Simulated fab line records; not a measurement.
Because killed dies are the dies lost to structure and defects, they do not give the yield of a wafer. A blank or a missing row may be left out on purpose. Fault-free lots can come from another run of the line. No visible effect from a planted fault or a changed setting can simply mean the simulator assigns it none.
fab line records + flow gf180mcu
record
- lots=14
- wafers=42
- last-day=34
route steps=602 shown VT_IMPLANT@135 PSD@261 NSD@262 CONTACT@290 V2@403
lots with no fault: from the same line, run without faults
start-h: start of the lot's first displayed wafer, in hours after the record's first day + wait-h: how many hours have passed since the lot's step before this one + " as in the row above + L1.1+2: a single row standing in for several wafers + - either no value or no given start + * or withheld: withheld + < > ~ a bound
route shown NAME@n: names a module that has steps shown in the file, with the first one's number in the route + usual: mean/standard deviation taken from wafers without a fault + same: alike in all rows + chamber/n: place in a boat + sites: readings site by site + _std_site: standard deviation of those values + _edge_site: the outer-site mean with the inner-site mean subtracted + radius-mm: how far each site lies from the wafer's centre + mask NAME#n: copy n + behind: the last tool/chamber to shape the wafer + hold: the reason the lot was held/the length of the hold in hours/how it ended + device: which transistor (n, p or np) failed to switch + end of line: the same wafers' tests at the end of the route + where a step has no rows: the recipe by itself + killed: at the first sort, the dies lost to defects and structure; wafer yield is something else + map: per-die view of a wafer (x killed, . not killed, _ where there is no die)
set.NAME: the setting as run; set.NAME@STEP: as run at that earlier step + model.NAME: the simulator's own value behind a step, which no gauge read
one table for each step of the route and one row for each wafer, over a sample of lots
services: the hour from which a tool's chamber was out of use, counted from the record's first day as start-h (under 0 if before that day), plus the number of hours and why
## steps
# step GF_VT_IMPLANT_RTA_45
# recipe
- temp-c=1050
- time-s=30
- ambient=N2
# usual
- anneal-temp-c-max=1055.3/1.5
- chamber-o2-ppm=1.995/0.022
- lamp-power-pct=38/5.3
- wafer_temp_C_max=1054.6/1.3
| lot.wafer | tool          | chamber | start-h | wait-h | anneal-temp-c-max | chamber-o2-ppm | lamp-power-pct | wafer_temp_C_max |
|-----------|---------------|---------|---------|--------|-------------------|----------------|----------------|------------------|
| L625.4    | rtp-anneal-01 | 0       | 160.97  | 0.1    | 1054.1            | 1.998          | 42             | 1053.6           |
| L625.5    | "             | 0       | "       | "      | 1055.5            | 1.997          | 42             | 1054.4           |
| L625.6    | "             | 0       | "       | "      | 1055.4            | 1.999          | 42             | 1054.4           |
| L626.1    | rtp-anneal-01 | 0       | 170.51  | 0.0    | 1054.1            | 1.999          | 42             | 1054.5           |
| L626.3    | "             | 0       | "       | "      | 1054.3            | 2.006          | 42             | 1053.2           |
| L626.6    | "             | 0       | "       | "      | 1054.5            | 1.970          | 42             | 1053.3           |
| L627.1    | rtp-anneal-02 | 0       | 174.98  | 0.0    | 1057.1            | 1.968          | 31             | 1055.2           |
| L627.2    | "             | 0       | "       | "      | 1056.8            | 1.964          | 31             | 1054.2           |
| L627.4    | "             | 0       | "       | "      | 1056.1            | 1.985          | 31             | 1055.8           |
| L630.1    | rtp-anneal-02 | 0       | 198.57  | 0.0    | 1055.5            | 1.964          | 31             | 1056.8           |
| L630.2    | "             | 0       | "       | "      | 1057.6            | 1.967          | 31             | 1056.7           |
| L630.5    | "             | 0       | "       | "      | 1056.0            | 1.948          | 31             | 1056.2           |
| L631.2    | rtp-anneal-01 | 0       | 205.73  | 0.0    | 1054.5            | 1.981          | 42             | 1053.5           |
| L631.3    | "             | 0       | "       | "      | 1054.4            | 1.966          | 42             | 1053.3           |
| L631.4    | "             | 0       | "       | "      | 1054.8            | 1.977          | 42             | 1055.9           |
| L632.1    | rtp-anneal-02 | 0       | 216.01  | 0.0    | 1056.6            | 1.985          | 31             | 1055.6           |
| L632.3    | "             | 0       | "       | "      | 1056.7            | 2.009          | 31             | 1054.1           |
| L632.5    | "             | 0       | "       | "      | 1058.0            | 1.989          | 31             | 1054.4           |
| L636.1    | rtp-anneal-01 | 0       | 238.76  | 0.0    | 1052.7            | 2.015          | 42             | 1053.5           |
| L636.2    | "             | 0       | "       | "      | 1055.2            | 1.984          | 42             | 1055.8           |
| L636.4    | "             | 0       | "       | "      | 1053.8            | 2.017          | 42             | 1055.0           |
| L640.1    | rtp-anneal-01 | 0       | 265.51  | 0.0    | 1053.1            | 2.001          | 42             | 1053.2           |
| L640.5    | "             | 0       | "       | "      | 1054.5            | 2.005          | 42             | 1053.2           |
| L640.6    | "             | 0       | "       | "      | 1055.0            | 2.019          | 42             | 1053.0           |
| L642.3    | rtp-anneal-02 | 0       | 282.24  | 0.0    | 1056.6            | 1.996          | 31             | 1055.7           |
| L642.4    | "             | 0       | "       | "      | 1055.6            | 1.982          | 31             | 1054.9           |
| L642.5    | "             | 0       | "       | "      | 1057.2            | 1.970          | 31             | 1056.3           |
| L643.4    | rtp-anneal-01 | 0       | 284.86  | 0.1    | 1055.0            | 2.017          | 42             | 1053.8           |
| L643.5    | "             | 0       | "       | "      | 1054.9            | 2.008          | 42             | 1052.6           |
| L643.6    | "             | 0       | "       | "      | 1054.3            | 2.012          | 42             | 1052.8           |
| L644.1    | rtp-anneal-02 | 0       | 293.96  | 0.0    | 1055.6            | 2.009          | 31             | 1054.9           |
| L644.4    | "             | 0       | "       | "      | 1055.0            | 1.981          | 31             | 1056.2           |
| L644.6    | "             | 0       | "       | "      | 1057.7            | 2.010          | 31             | 1057.3           |
| L645.1    | rtp-anneal-01 | 0       | 300.56  | 0.0    | 1054.6            | 1.986          | 42             | 1054.0           |
| L645.2    | "             | 0       | "       | "      | 1054.5            | 1.994          | 42             | 1054.2           |
| L645.6    | "             | 0       | "       | "      | 1055.6            | 2.020          | 42             | 1056.8           |
| L646.2    | rtp-anneal-01 | 0       | 305.23  | 0.0    | 1053.2            | 2.021          | 42             | 1053.6           |
| L646.3    | "             | 0       | "       | "      | 1054.7            | 2.038          | 42             | 1053.5           |
| L646.4    | "             | 0       | "       | "      | 1053.8            | 2.045          | 42             | 1055.5           |
| L647.3    | rtp-anneal-01 | 0       | 311.81  | 0.0    | 1054.3            | 2.004          | 42             | 1052.7           |
| L647.4    | "             | 0       | "       | "      | 1052.8            | 2.001          | 42             | 1053.7           |
| L647.5    | "             | 0       | "       | "      | 1054.9            | 2.060          | 42             | 1052.8           |
# step GF_PSD_RTA_13
# recipe
- temp-c=1025
- time-s=20
- ambient=N2
# usual
- anneal-temp-c-max=1030.7/1.7
- chamber-o2-ppm=1.996/0.023
- lamp-power-pct=34/5.3
- wafer_temp_C_max=1029.9/1.4
| lot.wafer | tool          | chamber | start-h | wait-h | anneal-temp-c-max | chamber-o2-ppm | lamp-power-pct | wafer_temp_C_max |
|-----------|---------------|---------|---------|--------|-------------------|----------------|----------------|------------------|
| L625.4    | rtp-anneal-01 | 0       | 321.92  | 0.0    | 1029.2            | 1.994          | 40             | 1027.9           |
| L625.5    | "             | 0       | "       | "      | 1030.5            | 1.972          | 40             | 1027.1           |
| L625.6    | "             | 0       | "       | "      | 1030.5            | 1.980          | 40             | 1029.1           |
| L626.1    | rtp-anneal-02 | 0       | 332.34  | 0.0    | 1031.6            | 2.017          | 29             | 1030.8           |
| L626.3    | "             | 0       | "       | "      | 1034.4            | 1.983          | 29             | 1032.3           |
| L626.6    | "             | 0       | "       | "      | 1032.0            | 1.997          | 29             | 1030.0           |
| L627.1    | rtp-anneal-01 | 0       | 340.13  | 0.0    | 1029.5            | 1.954          | 40             | 1028.2           |
| L627.2    | "             | 0       | "       | "      | 1029.5            | 1.948          | 40             | 1029.3           |
| L627.4    | "             | 0       | "       | "      | 1029.3            | 1.953          | 40             | 1029.5           |
| L630.1    | rtp-anneal-01 | 0       | 369.72  | 0.0    | 1028.1            | 1.974          | 40             | 1028.2           |
| L630.2    | "             | 0       | "       | "      | 1028.0            | 1.967          | 40             | 1028.2           |
| L630.5    | "             | 0       | "       | "      | 1027.5            | 1.984          | 40             | 1028.8           |
| L631.2    | rtp-anneal-02 | -       | 375.74  | 0.0    | -                 | -              | -              | -                |
| L631.3    | "             | -       | "       | "      | -                 | -              | -              | -                |
| L631.4    | "             | -       | "       | "      | -                 | -              | -              | -                |
| L632.1    | rtp-anneal-01 | -       | 388.27  | 0.0    | -                 | -              | -              | -                |
| L632.3    | "             | -       | "       | "      | -                 | -              | -              | -                |
| L632.5    | "             | -       | "       | "      | -                 | -              | -              | -                |
| L636.1    | rtp-anneal-02 | 0       | 418.13  | 0.0    | 1032.7            | 2.004          | 29             | 1031.1           |
| L636.2    | "             | 0       | "       | "      | 1032.4            | 2.001          | 29             | 1028.8           |
| L636.4    | "             | 0       | "       | "      | 1033.1            | 2.004          | 29             | 1030.4           |
| L640.1    | rtp-anneal-02 | 0       | 453.69  | 0.0    | 1032.2            | 1.996          | 29             | 1029.4           |
| L640.5    | "             | 0       | "       | "      | 1031.3            | 1.992          | 29             | 1030.8           |
| L640.6    | "             | 0       | "       | "      | 1030.4            | 2.016          | 29             | 1031.2           |
| L643.4    | rtp-anneal-01 | 0       | 481.56  | 0.0    | 1029.7            | 2.005          | 40             | 1028.6           |
| L643.5    | "             | 0       | "       | "      | 1030.2            | 1.989          | 40             | 1030.1           |
| L643.6    | "             | 0       | "       | "      | 1029.7            | 1.994          | 40             | 1028.4           |
| L642.3    | rtp-anneal-02 | 0       | 483.85  | 0.0    | 1034.1            | 1.993          | 29             | 1030.7           |
| L642.4    | "             | 0       | "       | "      | 1031.8            | 2.006          | 29             | 1029.8           |
| L642.5    | "             | 0       | "       | "      | 1033.2            | 1.971          | 29             | 1030.2           |
| L644.1    | rtp-anneal-01 | 0       | 488.19  | 0.0    | 1028.6            | 1.999          | 40             | 1028.7           |
| L644.4    | "             | 0       | "       | "      | 1028.7            | 2.000          | 40             | 1030.6           |
| L644.6    | "             | 0       | "       | "      | 1028.8            | 2.036          | 40             | 1027.9           |
| L645.1    | rtp-anneal-02 | 0       | 498.52  | 0.0    | 1031.8            | 2.017          | 29             | 1031.7           |
| L645.2    | "             | 0       | "       | "      | 1030.7            | 2.004          | 29             | 1030.1           |
| L645.6    | "             | 0       | "       | "      | 1035.6            | 2.027          | 29             | 1029.3           |
| L646.2    | rtp-anneal-02 | 0       | 511.56  | 0.0    | 1031.8            | 2.030          | 29             | 1030.1           |
| L646.3    | "             | 0       | "       | "      | 1030.9            | 1.960          | 29             | 1031.9           |
| L646.4    | "             | 0       | "       | "      | 1031.1            | 1.995          | 29             | 1032.0           |
| L647.3    | rtp-anneal-01 | 0       | 512.91  | 0.0    | 1031.1            | 1.979          | 40             | 1028.3           |
| L647.4    | "             | 0       | "       | "      | 1028.7            | 1.964          | 40             | 1028.4           |
| L647.5    | "             | 0       | "       | "      | 1029.2            | 1.989          | 40             | 1027.7           |
# step GF_PSD_RS_MEAS_14
# recipe
- thk-meas-gauge=four-point-probe
# usual
- NSD_RS=46.17/0.086
| lot.wafer | tool          | chamber | start-h | wait-h | NSD_RS[ohm/sq] |
|-----------|---------------|---------|---------|--------|----------------|
| L625.4    | film-metro-03 | -       | 322.02  | 0.1    | 45.96          |
| L625.5    | "             | -       | "       | "      | 46.05          |
| L625.6    | "             | -       | "       | "      | 46.05          |
| L626.1    | film-metro-03 | -       | 332.43  | 0.1    | 46.23          |
| L626.3    | "             | -       | "       | "      | 46.19          |
| L626.6    | "             | -       | "       | "      | 46.20          |
| L627.1    | film-metro-03 | -       | 340.21  | 0.1    | 46.17          |
| L627.2    | "             | -       | "       | "      | 46.26          |
| L627.4    | "             | -       | "       | "      | 46.22          |
| L630.1    | film-metro-02 | -       | 369.81  | 0.1    | 46.31          |
| L630.2    | "             | -       | "       | "      | 46.22          |
| L630.5    | "             | -       | "       | "      | 46.37          |
| L631.2    | film-metro-02 | -       | 375.83  | 0.1    | -              |
| L631.3    | "             | -       | "       | "      | -              |
| L631.4    | "             | -       | "       | "      | -              |
| L632.1    | film-metro-02 | -       | 388.36  | 0.1    | -              |
| L632.3    | "             | -       | "       | "      | -              |
| L632.5    | "             | -       | "       | "      | -              |
| L636.1    | film-metro-02 | -       | 418.21  | 0.1    | 46.26          |
| L636.2    | "             | -       | "       | "      | 46.23          |
| L636.4    | "             | -       | "       | "      | 46.24          |
| L640.1    | film-metro-02 | -       | 453.77  | 0.1    | 46.25          |
| L640.5    | "             | -       | "       | "      | 46.21          |
| L640.6    | "             | -       | "       | "      | 46.22          |
| L643.4    | film-metro-01 | -       | 481.67  | 0.1    | 46.22          |
| L643.5    | "             | -       | "       | "      | 46.09          |
| L643.6    | "             | -       | "       | "      | 46.02          |
| L642.3    | film-metro-02 | -       | 483.95  | 0.1    | 46.26          |
| L642.4    | "             | -       | "       | "      | 46.05          |
| L642.5    | "             | -       | "       | "      | 46.26          |
| L644.1    | film-metro-03 | -       | 488.27  | 0.1    | 46.13          |
| L644.4    | "             | -       | "       | "      | 46.10          |
| L644.6    | "             | -       | "       | "      | 46.23          |
| L645.1    | film-metro-03 | -       | 498.61  | 0.1    | 46.22          |
| L645.2    | "             | -       | "       | "      | 46.18          |
| L645.6    | "             | -       | "       | "      | 46.21          |
| L646.2    | film-metro-02 | -       | 511.65  | 0.1    | 46.17          |
| L646.3    | "             | -       | "       | "      | 46.18          |
| L646.4    | "             | -       | "       | "      | 46.16          |
| L647.3    | film-metro-02 | -       | 513.00  | 0.1    | 46.22          |
| L647.4    | "             | -       | "       | "      | 46.21          |
| L647.5    | "             | -       | "       | "      | 46.18          |
# step GF_CONTACT_THK_MEAS_03
# recipe
- reads=SiO2_of_CONTACT_CVD_02
# usual
- CONTACT_CVD_02_THK=862/11
| lot.wafer | tool          | chamber | start-h | wait-h | CONTACT_CVD_02_THK[nm] |
|-----------|---------------|---------|---------|--------|------------------------|
| L625.4    | film-metro-03 | -       | 343.81  | 0.0    | 866                    |
| L625.5    | "             | -       | "       | "      | 861                    |
| L625.6    | "             | -       | "       | "      | 864                    |
| L626.1    | film-metro-03 | -       | 353.72  | 0.0    | 838                    |
| L626.3    | "             | -       | "       | "      | 835                    |
| L626.6    | "             | -       | "       | "      | 842                    |
| L627.1    | film-metro-03 | -       | 363.03  | 0.0    | 859                    |
| L627.2    | "             | -       | "       | "      | 853                    |
| L627.4    | "             | -       | "       | "      | 878                    |
| L630.1    | film-metro-04 | -       | 394.12  | 0.0    | 852                    |
| L630.2    | "             | -       | "       | "      | 845                    |
| L630.5    | "             | -       | "       | "      | 864                    |
| L636.1    | film-metro-01 | -       | 444.25  | 0.0    | 857                    |
| L636.2    | "             | -       | "       | "      | 860                    |
| L636.4    | "             | -       | "       | "      | 866                    |
| L640.1    | film-metro-04 | -       | 479.32  | 0.0    | 853                    |
| L640.5    | "             | -       | "       | "      | 870                    |
| L640.6    | "             | -       | "       | "      | 870                    |
| L643.4    | film-metro-04 | -       | 506.88  | 0.0    | 852                    |
| L643.5    | "             | -       | "       | "      | 864                    |
| L643.6    | "             | -       | "       | "      | 867                    |
| L642.3    | film-metro-03 | -       | 508.67  | 0.1    | 855                    |
| L642.4    | "             | -       | "       | "      | 868                    |
| L642.5    | "             | -       | "       | "      | 865                    |
| L644.1    | film-metro-01 | -       | 512.91  | 0.0    | 875                    |
| L644.4    | "             | -       | "       | "      | 889                    |
| L644.6    | "             | -       | "       | "      | 882                    |
| L645.1    | film-metro-03 | -       | 522.58  | 0.0    | 859                    |
| L645.2    | "             | -       | "       | "      | 859                    |
| L645.6    | "             | -       | "       | "      | 881                    |
| L646.2    | film-metro-04 | -       | 536.46  | 0.0    | 870                    |
| L646.3    | "             | -       | "       | "      | 870                    |
| L646.4    | "             | -       | "       | "      | 870                    |
| L647.3    | film-metro-04 | -       | 537.23  | 0.1    | 865                    |
| L647.4    | "             | -       | "       | "      | 874                    |
| L647.5    | "             | -       | "       | "      | 878                    |
# step GF_V2_SPUTTER_21
# recipe
- material=Ti
- target-thk-nm=15
- chamber-pressure-pa=5
- power-w=2500
- substrate-temp-c=200
- time-s=80.02
# usual
- throttle-valve-pct=29.9/1.4
| lot.wafer | tool           | chamber | start-h | wait-h | throttle-valve-pct |
|-----------|----------------|---------|---------|--------|--------------------|
| L625.4    | pvd-sputter-02 | -       | 465.98  | 0.0    | 28.9               |
| L625.5    | "              | -       | "       | "      | 28.8               |
| L625.6    | "              | -       | "       | "      | 29.7               |
| L626.1    | pvd-sputter-01 | -       | 477.53  | 0.0    | 31.2               |
| L626.3    | "              | -       | "       | "      | 31.4               |
| L626.6    | "              | -       | "       | "      | 28.5               |
| L627.1    | pvd-sputter-01 | -       | 487.79  | 0.0    | 28.7               |
| L627.2    | "              | -       | "       | "      | 29.2               |
| L627.4    | "              | -       | "       | "      | 31.4               |
| L630.1    | pvd-sputter-02 | -       | 521.71  | 0.0    | 28.9               |
| L630.2    | "              | -       | "       | "      | 30.9               |
| L630.5    | "              | -       | "       | "      | 28.8               |
| L636.1    | pvd-sputter-04 | -       | 568.16  | 0.0    | 32.2               |
| L636.2    | "              | -       | "       | "      | 27.4               |
| L636.4    | "              | -       | "       | "      | 30.2               |
| L640.1    | pvd-sputter-04 | -       | 599.43  | 0.0    | 29.9               |
| L640.5    | "              | -       | "       | "      | 30.0               |
| L640.6    | "              | -       | "       | "      | 27.1               |
| L643.4    | pvd-sputter-04 | -       | 623.67  | 0.0    | 29.9               |
| L643.5    | "              | -       | "       | "      | 26.9               |
| L643.6    | "              | -       | "       | "      | 32.2               |
| L642.3    | pvd-sputter-02 | -       | 624.62  | 0.0    | 30.1               |
| L642.4    | "              | -       | "       | "      | 30.8               |
| L642.5    | "              | -       | "       | "      | 29.6               |
| L644.1    | pvd-sputter-01 | -       | 629.27  | 0.0    | 30.9               |
| L644.4    | "              | -       | "       | "      | 28.6               |
| L644.6    | "              | -       | "       | "      | 31.6               |
| L645.1    | pvd-sputter-04 | -       | 637.08  | 0.0    | 32.2               |
| L645.2    | "              | -       | "       | "      | 26.7               |
| L645.6    | "              | -       | "       | "      | 30.1               |
| L646.2    | pvd-sputter-02 | -       | 650.73  | 0.0    | 30.7               |
| L646.3    | "              | -       | "       | "      | 28.6               |
| L646.4    | "              | -       | "       | "      | 29.9               |
| L647.3    | pvd-sputter-01 | -       | 651.86  | 0.0    | 28.6               |
| L647.4    | "              | -       | "       | "      | 31.4               |
| L647.5    | "              | -       | "       | "      | 28.7               |
## services
| tool           | chamber | start-h | hours | kind   |
|----------------|---------|---------|-------|--------|
| pvd-sputter-04 | -       | 173.12  | 3.5   | repair |
| pvd-sputter-04 | -       | 254.49  | 1.2   | repair |
| pvd-sputter-01 | -       | 293.06  | 2.3   | repair |
| pvd-sputter-01 | -       | 319.56  | 2.4   | repair |
| pvd-sputter-04 | -       | 329.98  | 1.4   | repair |
| rtp-anneal-02  | -       | 347.16  | 5.0   | pm     |
| pvd-sputter-04 | -       | 361.62  | 33.5  | repair |
| pvd-sputter-01 | -       | 434.88  | 4.9   | repair |
| pvd-sputter-04 | -       | 437.73  | 4.5   | repair |
| pvd-sputter-02 | -       | 441.46  | 2.0   | repair |
| pvd-sputter-02 | -       | 454.16  | 1.8   | repair |
| pvd-sputter-01 | -       | 473.68  | 1.7   | repair |
| pvd-sputter-04 | -       | 524.49  | 0.7   | repair |
| pvd-sputter-04 | -       | 530.81  | 2.1   | repair |
| pvd-sputter-01 | -       | 568.82  | 0.5   | repair |
| pvd-sputter-02 | -       | 614.78  | 1.8   | repair |
## key
first-sign
- step=GF_PSD_RTA_13
- reading=tool-record
- direction=missing
effect
- step=GF_PSD_RS_MEAS_14
- reading=NSD_RS
- direction=missing
met-at GF_PSD_RTA_13
struck-lots L631,L632
later-rows-left-out L631.2,L631.3,L631.4,L632.1,L632.3,L632.5
sort-left-out L631.2,L631.3,L631.4,L632.1,L632.3,L632.5
tester-left-out L631,L632
not-acting-at GF_VT_IMPLANT_RTA_45,GF_CONTACT_THK_MEAS_03,GF_V2_SPUTTER_21
onset-between 369.72 375.74
fault
- kind=skipped-step-whole
- tool=rtp-anneal-01,rtp-anneal-02
- chamber=-
- onset-h=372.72
- steps=GF_PSD_RTA_13
- scope=struck-lots-only
# tester-left-out: of these lots the tester's yield and bins aren't shown, on N5 and GAA mostly nor the transistor test; their killed dies are dies lost to structure and defects alone, not to doping, threshold or leakage, so they don't give the yield
# sort-left-out: the simulated sort isn't trusted on such a fault, so these wafers' sort isn't shown, and their yield isn't known
# later-rows-left-out: the simulator's readings of these wafers behind a module that went badly wrong aren't trusted and aren't shown, but for the sort
